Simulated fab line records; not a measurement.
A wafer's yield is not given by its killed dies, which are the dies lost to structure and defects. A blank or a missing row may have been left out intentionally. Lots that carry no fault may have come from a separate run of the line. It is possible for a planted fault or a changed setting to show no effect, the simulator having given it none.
A single fault, viewed from 2 desks :: flow sky130 :: only its own numbers are on each desk; what lay behind them is given at the end

== METROLOGY DESK ==
Means of the sampled wafers that have a number, per lot and without regard to the tool the lot ran on: this is what the gauges read. A lot is out of limits, marked OUT, if its mean lies more than 4 standard deviations from the usual mean; the brackets give that distance.
Columns: A = VIA4_OVL at SKY_VIA4_OVL_MEAS_11, usual 0.4 nm
lot: L270
first seen here: day 44 05:17
A: 0.0

lot: L277
first seen here: day 45 11:26
A: 0.7

lot: L278
first seen here: day 45 17:38
A: -0.3

lot: L279
first seen here: day 46 03:18
A: 0.9

lot: L286
first seen here: day 47 19:51
A: -0.2

lot: L287
first seen here: day 47 20:10
A: 1.2
Finding of this desk: none of the 6 lots has anything out of limits.

== FOR THE TOOL OWNER'S DESK: pvdSputter-01 ==
At SKY_VIA4_SPUTTER_17 (material TiN, target thk 20 nm, time 80 s) the tool's own readings: per lot run on this tool, the mean of the sampled wafers that have a number. A lot is out of limits, marked OUT, if its mean lies more than 4 standard deviations from the usual mean; the brackets give that distance.
Columns: A = chamberPressurePa at SKY_VIA4_SPUTTER_17, usual 5.000 Pa; B = throttleValvePct at SKY_VIA4_SPUTTER_17, usual 29.6 %
lot: L277
first seen here: day 45 12:08
A: 4.999
B: 30.4

lot: L286
first seen here: day 47 20:34
A: 5.052 (+5.2) OUT
B: 30.0

lot: L287
first seen here: day 47 20:52
A: 5.100 (+10) OUT
B: 29.8
Finding of this desk: L286, L287 out of limits; the first was L286 at day 47 20:34, on chamberPressurePa at SKY_VIA4_SPUTTER_17. Within limits: L277.

== TAKEN TOGETHER ==
At day 47 20:34, on L286, L287, the tool owner's desk was in a position to raise an alarm.
The metrology desk saw nothing out of limits.
The metrology desk holds a record of L286, L287, inside its limits.
Of the lots named, all ran SKY_VIA4_SPUTTER_17 on pvdSputter-01.

== WHAT THE SIMULATOR HAD INSERTED ==
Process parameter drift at SKY_VIA4_SPUTTER_17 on pvdSputter-01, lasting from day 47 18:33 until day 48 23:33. Setting chamberPressurePa, moved by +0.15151, from 5. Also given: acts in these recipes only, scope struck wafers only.
Shown lots that were struck: L286, L287.
How many hours passed from the start of the fault until each desk's first out-of-limits reading: the tool owner's desk, 2.
